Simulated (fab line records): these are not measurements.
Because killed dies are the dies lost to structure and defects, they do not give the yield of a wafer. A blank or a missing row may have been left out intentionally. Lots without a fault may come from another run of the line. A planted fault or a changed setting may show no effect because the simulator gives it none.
A lot that was struck, set against a sound lot ; flow gf180mcu ; 24 out of 602 route steps
Sound: the wafers L817.1, L817.2, L817.3. Wafers struck: L822.2, L822.3, L822.4. The cause is given at the end.
Each step with rows lists, per side, the tool, then ch with its chambers, then its first start. Under that, the readings that differ: sound wafers ; struck wafers ; difference of the means ; sigmas: that difference in standard deviations of wafers without a fault.
alike: same words and numbers on both sides, and readings whose means sit less than 2 such deviations apart. not compared: any withheld reading, any reading some wafer has no value for, any bound like >300 that may hide the same value, and any number with overlapping values for which the record gives no deviation.
A row with sigmas, a row that says differs or no value, or rows on one side alone: a step with any of these is where the two part. Numbers that have no deviation but don't overlap get no sigmas and don't part them. A reading missing from all wafers of one side parts the sides only when that side holds two or more wafers.

GF_M4_STRIP_17: strips in O2/N2.
  sound on plasma_asher-02 ch 0,1, day 25 02:46; struck on plasma_asher-01 ch 0,1, day 27 06:03
  alike: drypump_motor_current_A, heater_power_w, oes_product_au, strip_time_to_endpoint_s
  not compared: rf_hours_counter_h
then, 3 steps without rows for these wafers: GF_M4_STRIP_18 (strips in post etch residue remover, time 1200 s); GF_M4_CLEAN_19 (cleans in DIW); GF_V4_CVD_00 (deposits SiO2, target thk 600 nm, time 100 s).
GF_V4_THK_MEAS_01:
  sound on film_metro-01, day 25 03:22; struck on film_metro-03, day 27 06:42
  alike: V4_CVD_00_THK
GF_V4_CVD_02: deposits SiO2 from TEOS, target thk 850 nm, time 94.851 s.
  sound on pecvd-01 ch 0,1,2, day 25 03:25; struck on pecvd-04 ch 0,2, day 27 06:45
  alike: heater_power_w, susceptor_temp_C
GF_V4_THK_MEAS_03:
  sound on film_metro-03, day 25 03:29; struck on film_metro-04, day 27 06:50
  alike: V4_CVD_02_THK
GF_V4_CMP_04: polishes SiO2.
  sound on cmp-01 ch 0,1,3, day 25 03:36; struck on cmp-02 ch 0,1,3, day 27 06:56
  alike: motor_current_A, time_to_endpoint_s
GF_V4_BOW_MEAS_05:
  sound on film_metro-03, day 25 03:51; struck on film_metro-01, day 27 07:12
  alike: V4_BOW
then, 3 steps without rows for these wafers: GF_V4_DEHYDRATE_06 (time 60 s); GF_V4_HMDS_07 (prime time 60 s); GF_V4_COAT_08.
GF_V4_COAT_09: resist thk 1000 nm.
  sound on litho_track-01 ch 0, day 25 14:00; struck on litho_track-01 ch 0, day 27 17:00
reading;sound;struck;difference;sigmas
model.KrF_of_V4_COAT_09.thk_nm (nm);1003 1000 1004;950.7 947.9 947.8;-53.5;
then, 3 steps without rows for these wafers: GF_V4_SOFTBAKE_10 (time 60 s); GF_V4_EXPOSE_11 (exposes mask Via4, target cd 260 nm); GF_V4_PEB_12 (peb time 90 s).
GF_V4_DEVELOP_13: develop time 60 s.
  sound on litho_track-03 ch 0, day 26 00:43; struck on litho_track-01 ch 0, day 28 02:42
reading;sound;struck;difference;sigmas
model.KrF_of_V4_COAT_09.thk_nm (nm);987.9 985.2 989.1;935.8 933 932.8;-53.5;
GF_V4_CD_MEAS_14: target cd 260 nm.
  sound on cd_sem-02, day 26 00:52; struck on cd_sem-02, day 28 02:51
  alike: cd_nm
GF_V4_OVL_MEAS_15:
  sound on overlay-01, day 26 00:59; struck on overlay-02, day 28 02:57
  alike: V4_OVL
GF_V4_ETCH_16: etches BARC in N2/H2.
  sound on rie_diel-04 ch 1,2,3, day 26 01:01; struck on rie_diel-04 ch 0,2,3, day 28 02:59
reading;sound;struck;difference;sigmas
model.V4.cd_nm (nm);260.7 261.3 260.7;262.7 262.9 263.6;+2.2;
  alike: drypump_motor_current_A, oes_product_au, throttle_valve_pct
GF_V4_ETCH_17: etches SiO2 in C4F8/O2/Ar, stops on TiN, target depth 630 nm.
  sound on rie_diel-04 ch 1,2,3; struck on rie_diel-04 ch 0,2,3
reading;sound;struck;difference;sigmas
model.V4.cd_nm (nm);260.1 261.8 260.6;263 263 263.8;+2;
  alike: oes_product_au
GF_V4_STRIP_18: strips in O2/N2.
  sound on plasma_asher-02 ch 0,1, day 26 01:09; struck on plasma_asher-04 ch 0,1, day 28 03:07
reading;sound;struck;difference;sigmas
oes_product_au (a.u.);0.595 0.584 0.596;0.567 0.568 0.567;-0.024;-5
  alike: drypump_motor_current_A, heater_power_w
  not compared: rf_hours_counter_h
then, 1 step without rows for these wafers: GF_V4_STRIP_19 (strips in post etch residue remover, time 1200 s).
-- the record jumps here: 4 days lie between the struck wafers' starts before and after (it left off in module V4 and takes up again in module PASSIVATION, whose first step shown is number 602 of the route) --
GF_PASSIVATION_PROBE_99:
  rows exist in the record for the struck wafers here (prober-01, day 32 06:10), but not for the sound ones

## WHERE THEY PART
Earliest at GF_V4_STRIP_18; latest, in this record, at GF_PASSIVATION_PROBE_99.

WHY: the cause the simulator had injected
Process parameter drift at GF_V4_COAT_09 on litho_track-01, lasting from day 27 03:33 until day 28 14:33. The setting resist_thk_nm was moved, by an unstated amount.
